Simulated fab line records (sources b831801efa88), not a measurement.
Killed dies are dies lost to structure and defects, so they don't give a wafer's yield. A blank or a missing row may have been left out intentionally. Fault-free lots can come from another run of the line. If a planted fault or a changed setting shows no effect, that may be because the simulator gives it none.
The tool behind it: which one?	flow sky130	12 lots with 36 wafers sampled at 5 steps, on a route of 708 steps

WHAT THE GAUGES SHOWED, per wafer
SKY_NWELL_OVL_MEAS_10. Usual: for NWELL_00_OVL the level is -0.2 nm and the standard deviation is 1.3.
lot	measured	on	NWELL_00_OVL (nm)	flag
L894	day 4 18:58	overlay-02	1.3 -2.0 -0.3	
L897	day 5 13:56	overlay-02	2.1 -0.1 1.5	
L898	day 5 16:30	overlay-01	-1.6 -0.4 -0.1	
L899	day 5 22:59	overlay-01	1.6 -1.8 -1.3	
L903	day 6 22:50	overlay-02	1.4 -1.0 1.7	
L904	day 7 02:56	overlay-02	-0.8 0.0 0.0	
L905	day 7 11:59	overlay-02	0.5 0.8 0.1	
L907	day 8 02:00	overlay-02	0.0 0.5 0.0	
L913	day 9 12:17	overlay-02	0.1 -0.7 -0.7	
L914	day 9 21:15	overlay-02	0.6 -0.5 0.5	
L915	day 10 02:26	overlay-02	1.2 2.5 0.5	
L916	day 10 11:27	overlay-02	-1.2 -1.4 1.2	

SKY_VT_ADJUST_NCORE_TW_MEAS_11. Usual: for VT_ADJUST_NCORE_TW the level is 219.7 and the standard deviation is 2.3.
lot	measured	on	VT_ADJUST_NCORE_TW	flag
L894	day 8 18:37	filmMetro-01	222.4 221.8 221.8	
L897	day 9 19:13	filmMetro-02	217.8 217.7 218.5	
L898	day 9 22:13	filmMetro-04	218.4 219.4 218.5	
L899	day 10 05:47	filmMetro-02	218.1 217.0 218.1	
L903	day 11 12:11	filmMetro-04	219.4 217.9 218.8	
L904	day 11 15:52	filmMetro-04	258.8 259.3 260.5 258.8 259.8 259.1	OFF
L905	day 12 02:28	filmMetro-02	256.3 258.2 257.1 257.7 257.4 257.0	OFF
L907	day 12 21:26	filmMetro-04	219.3 218.5 218.7	
L913	day 14 14:46	filmMetro-04	218.7 219.6 218.7	
L914	day 15 00:59	filmMetro-01	224.6 223.2 223.7	
L915	day 15 07:24	filmMetro-04	219.3 218.5 219.8	
L916	day 15 20:11	filmMetro-02	218.5 218.5 217.8	

SKY_SONOS_TUNNEL_CD_MEAS_07: the cd target is 410 nm. Usual: 410.4 nm for cdNm, sd 2.2.
lot	measured	on	cdNm (nm)	flag
L894	day 11 13:46	cdSem-01	412.0 413.9 411.6	
L897	day 12 17:57	cdSem-02	408.2 408.8 406.1	
L898	day 12 20:54	cdSem-02	407.4 408.2 407.9	
L899	day 13 06:29	cdSem-02	406.9 409.3 410.8	
L903	day 14 15:56	cdSem-02	411.5 407.8 409.8	
L904	day 14 20:16	cdSem-01	408.9 409.4 409.8	
L905	day 15 09:28	cdSem-02	413.9 411.5 412.8	
L907	day 16 04:56	cdSem-02	410.0 408.8 408.2	
L913	day 18 02:41	cdSem-01	408.2 409.5 408.9	
L914	day 18 13:36	cdSem-02	408.2 406.0 406.8	
L915	day 18 21:30	cdSem-02	409.5 409.7 411.9	
L916	day 19 12:14	cdSem-02	411.1 413.3 411.8	

WHICH TOOL RAN EACH LOT (tool, then ch and the chambers of the sampled wafers, then the start)
lot	SKY_VT_ADJUST_NCORE_IMPLANT_09	SKY_VT_ADJUST_HVTR_STRIP_10
L894	implanter-01 ch 0, day 8 18:23	plasmaAsher-01 ch 0,1, day 9 16:02
L897	implanter-02 ch 0, day 9 18:59	plasmaAsher-03 ch 0,1, day 10 17:36
L898	implanter-02 ch 0, day 9 21:59	plasmaAsher-01 ch 1, day 10 20:42
L899	implanter-01 ch 0, day 10 05:32	plasmaAsher-01 ch 0,1, day 11 04:56
L903	implanter-03 ch 0, day 11 11:56	plasmaAsher-03 ch 0,1, day 12 12:42
L904	implanter-02 ch 0, day 11 15:38	plasmaAsher-01 ch 0,1, day 12 15:57
L905	implanter-02 ch 0, day 12 02:14	plasmaAsher-01 ch 0,1, day 13 04:01
L907	implanter-03 ch 0, day 12 21:11	plasmaAsher-02 ch 0,1, day 13 23:04
L913	implanter-03 ch 0, day 14 14:31	plasmaAsher-03 ch 0,1, day 15 17:59
L914	implanter-01 ch 0, day 15 00:47	plasmaAsher-01 ch 0,1, day 16 04:08
L915	implanter-01 ch 0, day 15 07:10	plasmaAsher-02 ch 0, day 16 11:29
L916	implanter-02 ch 0, day 15 19:56	plasmaAsher-03 ch 0,1, day 17 00:20
- SKY_VT_ADJUST_NCORE_IMPLANT_09
- SKY_VT_ADJUST_HVTR_STRIP_10: strips in O2/N2.

WHAT THE TOOLS THEMSELVES READ (means of the sampled wafers that have a number; where no wafer has one, the mark that the record gives instead)
SKY_VT_ADJUST_NCORE_IMPLANT_09. Usual: doseIonsCm2 2.4001e+12, standard deviation 2.6e+09; faradayCurrentUA 13.54, standard deviation 0.27.
lot	tool	doseIonsCm2	faradayCurrentUA	flag
L894	implanter-01	2.4003e+12	13.65	
L897	implanter-02	2.4026e+12	13.69	
L898	implanter-02	2.4016e+12	13.65	
L899	implanter-01	2.4040e+12	13.64	
L903	implanter-03	2.3997e+12	13.37	
L904	implanter-02	4.3397e+12	24.42	OFF
L905	implanter-02	4.3405e+12	24.86	OFF
L907	implanter-03	2.4003e+12	13.53	
L913	implanter-03	2.4001e+12	13.66	
L914	implanter-01	2.3971e+12	13.62	
L915	implanter-01	2.3984e+12	13.49	
L916	implanter-02	2.4016e+12	13.61	

SKY_VT_ADJUST_HVTR_STRIP_10. Usual: drypumpMotorCurrentA 5.8 A, standard deviation 0.46; oesProductAu 0.716 a.u., standard deviation 0.0042; stripTimeToEndpointS 14.18 s, standard deviation 0.036.
lot	tool	drypumpMotorCurrentA (A)	oesProductAu (a.u.)	stripTimeToEndpointS (s)	flag
L894	plasmaAsher-01	5.3	0.719	14.19	
L897	plasmaAsher-03	6.1	0.716	14.21	
L898	plasmaAsher-01	5.4	0.715	14.22	
L899	plasmaAsher-01	5.3	0.716	14.20	
L903	plasmaAsher-03	6.3	0.717	14.19	
L904	plasmaAsher-01	5.3	0.719	14.16	
L905	plasmaAsher-01	5.3	0.718	14.20	
L907	plasmaAsher-02	6.0	0.714	14.17	
L913	plasmaAsher-03	6.3	0.715	14.20	
L914	plasmaAsher-01	5.3	0.716	14.21	
L915	plasmaAsher-02	5.9	0.719	14.15	
L916	plasmaAsher-03	6.1	0.715	14.13	

THE ANSWER, worked out from the rows above alone
Rule: a lot is off if the mean of its wafers that have a number lies more than 3 standard deviations from the usual mean. A lot without any number at a reading at which 4 lots or more have one is off too. The other lots that the step has rows for count as sound. The gauges are gone through in route order, then the tools' own readings, and for those a lot's mean is taken as printed above. At the first step where some lot is off, the reading lying furthest off is the one used; lots without a number count as furthest.
Off: L904, L905, seen at SKY_VT_ADJUST_NCORE_TW_MEAS_11 (VT_ADJUST_NCORE_TW).
A tool fits if, at a process step before that reading, it ran every lot that is off, and no sound lot after the first of them. Not tried: the gauges at SKY_VT_ADJUST_NCORE_TW_MEAS_11; whatever is off there is also off at SKY_VT_ADJUST_NCORE_IMPLANT_09, on other tools, and gauge error can't account for it. None of those tried fits.

WHAT HAD BEEN PUT IN BY THE SIMULATOR
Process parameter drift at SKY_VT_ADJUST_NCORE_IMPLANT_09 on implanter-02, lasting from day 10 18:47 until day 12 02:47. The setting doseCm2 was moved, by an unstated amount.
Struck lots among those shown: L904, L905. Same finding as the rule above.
